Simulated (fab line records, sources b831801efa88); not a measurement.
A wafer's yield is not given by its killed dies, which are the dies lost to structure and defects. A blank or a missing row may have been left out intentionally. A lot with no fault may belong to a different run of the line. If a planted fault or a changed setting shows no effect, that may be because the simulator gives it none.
Lot-split experiment ; flow gf180mcu ; 23 wafers read from 5 lots, route of 602 steps

== ABOUT THE SPLIT ==
At GF_V1_PEB_12 (peb time 90 s), the setting peb temp c was moved away from the recipe's 135 C on 8 of the 23 wafers read, by -2.1% to +1.3%. All remaining wafers had this setting at the recipe value.

== FROM SPLIT TO READING: 1 step shown by the file between the two ==
- GF_V1_DEVELOP_13: develop time 60 s

== THE READING ==
cd nm, in nm, at GF_V1_CD_MEAS_14 (target cd 260 nm). Typical for fault-free wafers on this fab line: 260.3 nm, with standard deviation 1.1 nm.

wafer;tool, chamber at the split;peb temp c as run, C;against the recipe;cd nm, nm;against lot-mates on the recipe
L074.1;litho track-01, 0;132.1;-2.1%;253.0;-8.1
L074.3;litho track-01, 0;135;recipe;261.1;-
L074.4;litho track-01, 0;135;recipe;261.1;-
L074.5;litho track-01, 0;132.1;-2.1%;252.0;-9.1
L074.6;litho track-01, 0;132.1;-2.1%;252.9;-8.2
L076.1;litho track-01, 0;135;recipe;260.7;-
L076.2;litho track-01, 0;135;recipe;260.4;-
L076.3;litho track-01, 0;135;recipe;260.3;-
L076.5;litho track-01, 0;135;recipe;261.8;-
L076.6;litho track-01, 0;135;recipe;261.9;-
L078.1;litho track-04, 0;136.8;+1.3%;262.7;+4.3
L078.2;litho track-04, 0;136.8;+1.3%;262.4;+4.0
L078.3;litho track-04, 0;135;recipe;258.8;-
L078.4;litho track-04, 0;136.8;+1.3%;262.2;+3.8
L078.5;litho track-04, 0;135;recipe;257.9;-
L083.1;litho track-03, 0;135;recipe;259.6;-
L083.2;litho track-03, 0;135;recipe;259.8;-
L083.3;litho track-03, 0;135;recipe;259.2;-
L083.4;litho track-03, 0;132.1;-2.1%;250.0;-9.5
L083.6;litho track-03, 0;132.1;-2.1%;250.4;-9.1
L084.1;litho track-03, 0;135;recipe;260.9;-
L084.4;litho track-03, 0;135;recipe;261.1;-
L084.6;litho track-03, 0;135;recipe;260.3;-

FIT RESULTS
A straight line over all 23 wafers: cd nm changes by +3.43 nm for each +1% of peb temp c; r = +0.94; the points scatter about the line by 1.4 nm.
The same after taking each lot's own level away (the mean of its wafers on the recipe; 23 wafers): +3.85 nm for each +1%; r = +0.99; scatter 0.63 nm.
On that fit, the largest move of peb temp c shifts the reading by 8.3 nm.
Across the lots, their own levels run from 258.35 to 261.10 nm, a range of 2.5 times the standard deviation given above.
So the lot-to-lot level changes the slope: the two fits differ.
Check: with one of the wafers moved furthest among these (-2.1%) left out of the fit, the line predicts -8.61 nm for it against its lot-mates. Against them it came out at -8.1 nm.

== THE OTHER SPLITS THESE WAFERS WENT THROUGH ==
These wafers also went through other splits before the reading. Each is held against what the fit with the lots' levels taken away leaves over:
other split on the same wafers;wafers away from the commonest value;r with cd nm (lot level and that fit taken away)
GF_M1_SPUTTER_01 time s;8;+0.13
GF_M1_METAL_ETCH_16 bias w;7;-0.40
GF_V1_CMP_04 leave above ref nm;5;+0.00

== THE WHOLE CHAIN: every reading that the file lists as answering this split, in the file's order ==
step;what it does;reading;change (the file's fit);r (the file's)
GF_V1_CD_MEAS_14;target cd 260 nm;cd nm;+3.96 nm for each +1% of the setting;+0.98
GF_V1_ETCH_16;etches BARC in N2/H2;V1.cd nm (the simulator's own value, which no gauge read);+4.09 nm for each +1% of the setting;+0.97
GF_V1_ETCH_17;etches SiO2 in C4F8/O2/Ar, stops on TiN, target depth 630 nm;V1.cd nm (the simulator's own value, which no gauge read);+3.89 nm for each +1% of the setting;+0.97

== FILE'S OWN FIT ==
cd nm changes by +3.96 nm for each +1% of peb temp c, r = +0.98.
